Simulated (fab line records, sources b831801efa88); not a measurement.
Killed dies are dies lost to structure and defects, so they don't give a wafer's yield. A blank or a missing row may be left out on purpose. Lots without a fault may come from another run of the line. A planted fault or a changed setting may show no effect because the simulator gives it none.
A struck lot beside a sound one | flow sky130 | 34 steps out of a route of 708
Sound: wafers L592.2, L592.3, L592.4. Struck: wafers L605.1, L605.4. (L605.6 of the same lot was not struck and is left out.) The cause comes at the end.
At each step with rows: each side's tool, then ch and its chambers, then its first start. Under that, the readings that differ: sound wafers | struck wafers | difference of the means | sigmas: that difference in standard deviations of wafers without a fault.
alike: readings whose means differ by less than 2 such deviations, and words and numbers that are the same on both sides. not compared: withheld readings, readings that some wafer has no value for, bounds like >300 that may hide the same value, and numbers for which the record gives no deviation and whose values overlap.
The two part at a step that has a row with sigmas, a row that says differs or no value, or rows on one side only. Numbers that don't overlap but have no deviation are shown without sigmas and don't part them. A reading that every wafer of one side lacks parts them only if that side has two wafers or more.

first, 5 steps without rows for these wafers: SKY_METAL5_SOFTBAKE_10 (time 60 s); SKY_METAL5_EXPOSE_11 (exposes mask MM5, target cd 1600 nm); SKY_METAL5_PEB_12; SKY_METAL5_DEVELOP_13 (develop time 60 s); SKY_METAL5_DESCUM_14 (chemistry O2, time 11 s).
SKY_METAL5_METAL_ETCH_15: etches the open film in Cl2/BCl3, stops on SiO2, target depth 1260 nm, time 252 s.
  sound on rie_metal-03 ch 0,1, day 44 16:43; struck on rie_metal-01 ch 0,1, day 48 05:07
  alike: drypump_motor_current_A, oes_product_au, throttle_valve_pct
  not compared: rf_hours_counter_h
SKY_METAL5_STRIP_16: strips in O2/N2.
  sound on plasma_asher-03 ch 0,1, day 44 16:57; struck on plasma_asher-02 ch 0,1, day 48 05:21
  alike: drypump_motor_current_A, oes_product_au, strip_time_to_endpoint_s
  not compared: rf_hours_counter_h
then, 3 steps without rows for these wafers: SKY_METAL5_STRIP_17 (strips in post etch residue remover, time 1200 s); SKY_METAL5_CLEAN_18 (cleans in IPA, time 180 s); SKY_METAL5_CLEAN_19 (cleans in O3/DIW).
SKY_PASSIVATION_CVD_00: deposits SiO2, target thk 90 nm.
  sound on pecvd-04 ch 0,1, day 44 17:34; struck on pecvd-01 ch 0,2, day 48 05:59
  alike: heater_power_w
SKY_PASSIVATION_THK_MEAS_01:
  sound on film_metro-04, day 44 17:37; struck on film_metro-02, day 48 06:00
  alike: PASSIVATION_CVD_00_THK
SKY_PASSIVATION_CVD_02: deposits Si3N4, target thk 540 nm.
  sound on pecvd-04 ch 0,1, day 44 17:40; struck on pecvd-04 ch 2, day 48 06:04
  reading                                       | sound             | struck    | difference | sigmas
  model.Si3N4_of_PASSIVATION_CVD_02.thk_nm (nm) | 542.5 535.6 547.1 | 384.5 389 | -155.0     |
  alike: heater_power_w
SKY_PASSIVATION_THK_MEAS_03:
  sound on film_metro-03, day 44 17:53; struck on film_metro-04, day 48 06:17
  reading                     | sound       | struck  | difference | sigmas
  PASSIVATION_CVD_02_THK (nm) | 542 536 547 | 384 389 | -155       | -26
then, 7 steps without rows for these wafers: SKY_PASSIVATION_DEHYDRATE_04 (time 60 s); SKY_PASSIVATION_HMDS_05 (prime time 60 s); SKY_PASSIVATION_COAT_06 (resist thk 3000 nm); SKY_PASSIVATION_SOFTBAKE_07; SKY_PASSIVATION_EXPOSE_08 (exposes mask NSM, target cd 3000 nm); SKY_PASSIVATION_PEB_09; SKY_PASSIVATION_DEVELOP_10 (develop time 60 s).
SKY_PASSIVATION_ETCH_11: etches the open film in CF4/O2, stops on AlCu, target depth 725 nm, time 161.1 s.
  sound on rie_diel-02 ch 0,1,2, day 45 15:53; struck on rie_diel-03 ch 1,2, day 49 00:31
  reading                                 | sound             | struck      | difference | sigmas
  oes_product_au (a.u.)                   | 0.973 0.973 0.990 | 0.841 0.848 | -0.134     | -21
  throttle_valve_pct (%)                  | 5.964 5.961 5.969 | 5.939 5.938 | -0.026     | -3
  model.PASSIVATION.feature_depth_nm (nm) | 706.5 699.3 712.8 | 549.5 554.6 | -154.1     |
  model.etch.depth_nm (nm)                | 706.5 699.3 712.8 | 549.5 554.6 | -154.1     |
  alike: drypump_motor_current_A
  not compared: rf_hours_counter_h
SKY_PASSIVATION_STRIP_12: strips in O2/N2.
  sound on plasma_asher-04 ch 0,1, day 45 15:59; struck on plasma_asher-04 ch 0,1, day 49 00:37
  alike: drypump_motor_current_A, oes_product_au, strip_time_to_endpoint_s
  not compared: rf_hours_counter_h
then, 7 steps without rows for these wafers: SKY_PAD_OPEN_DEHYDRATE_00 (time 60 s); SKY_PAD_OPEN_HMDS_01 (prime time 60 s); SKY_PAD_OPEN_COAT_02 (resist thk 3000 nm); SKY_PAD_OPEN_SOFTBAKE_03; SKY_PAD_OPEN_EXPOSE_04 (exposes mask PDM, target cd 60000 nm); SKY_PAD_OPEN_PEB_05; SKY_PAD_OPEN_DEVELOP_06 (develop time 60 s).
SKY_PAD_OPEN_ETCH_07: etches the open film in CF4/O2, stops on AlCu, target depth 725 nm, time 161.1 s.
  sound on rie_diel-02 ch 0,1,3, day 46 13:10; struck on rie_diel-01 ch 0,1, day 49 18:31
  reading                              | sound             | struck      | difference | sigmas
  oes_product_au (a.u.)                | 0.973 0.969 0.981 | 0.846 0.847 | -0.128     | -18
  throttle_valve_pct (%)               | 5.961 5.973 5.976 | 5.939 5.928 | -0.036     | -4
  model.PAD_OPEN.feature_depth_nm (nm) | 706.5 699.3 712.8 | 549.5 554.6 | -154.1     |
  model.etch.depth_nm (nm)             | 706.5 699.3 712.8 | 549.5 554.6 | -154.1     |
  alike: drypump_motor_current_A
  not compared: rf_hours_counter_h
SKY_PAD_OPEN_STRIP_08: strips in O2/N2.
  sound on plasma_asher-01 ch 0,1, day 46 13:16; struck on plasma_asher-03 ch 1, day 49 18:37
  reading                     | sound       | struck  | difference | sigmas
  drypump_motor_current_A (A) | 6.7 5.8 6.7 | 5.3 5.3 | -1.1       | -2
  alike: oes_product_au, strip_time_to_endpoint_s
  not compared: rf_hours_counter_h
SKY_PAD_OPEN_STRIP_09: strips in post etch residue remover, time 1200 s.
  sound on wet_bench-03 ch 2, day 46 13:22; struck on wet_bench-02 ch 1, day 49 18:43
  reading                                       | sound             | struck      | difference | sigmas
  model.Si3N4_of_PASSIVATION_CVD_02.thk_nm (nm) | 542.1 535.2 546.7 | 384.1 388.6 | -155.0     |
  alike: temp_c
then, 1 step without rows for these wafers: SKY_PAD_OPEN_CLEAN_10 (cleans in IPA, time 180 s).

WHERE THEY PART
First at SKY_PASSIVATION_THK_MEAS_03; last, within this record, at SKY_PAD_OPEN_STRIP_08. Later steps at which nothing parts them and some readings are alike: SKY_PAD_OPEN_STRIP_09.

WHY: what the simulator had put in
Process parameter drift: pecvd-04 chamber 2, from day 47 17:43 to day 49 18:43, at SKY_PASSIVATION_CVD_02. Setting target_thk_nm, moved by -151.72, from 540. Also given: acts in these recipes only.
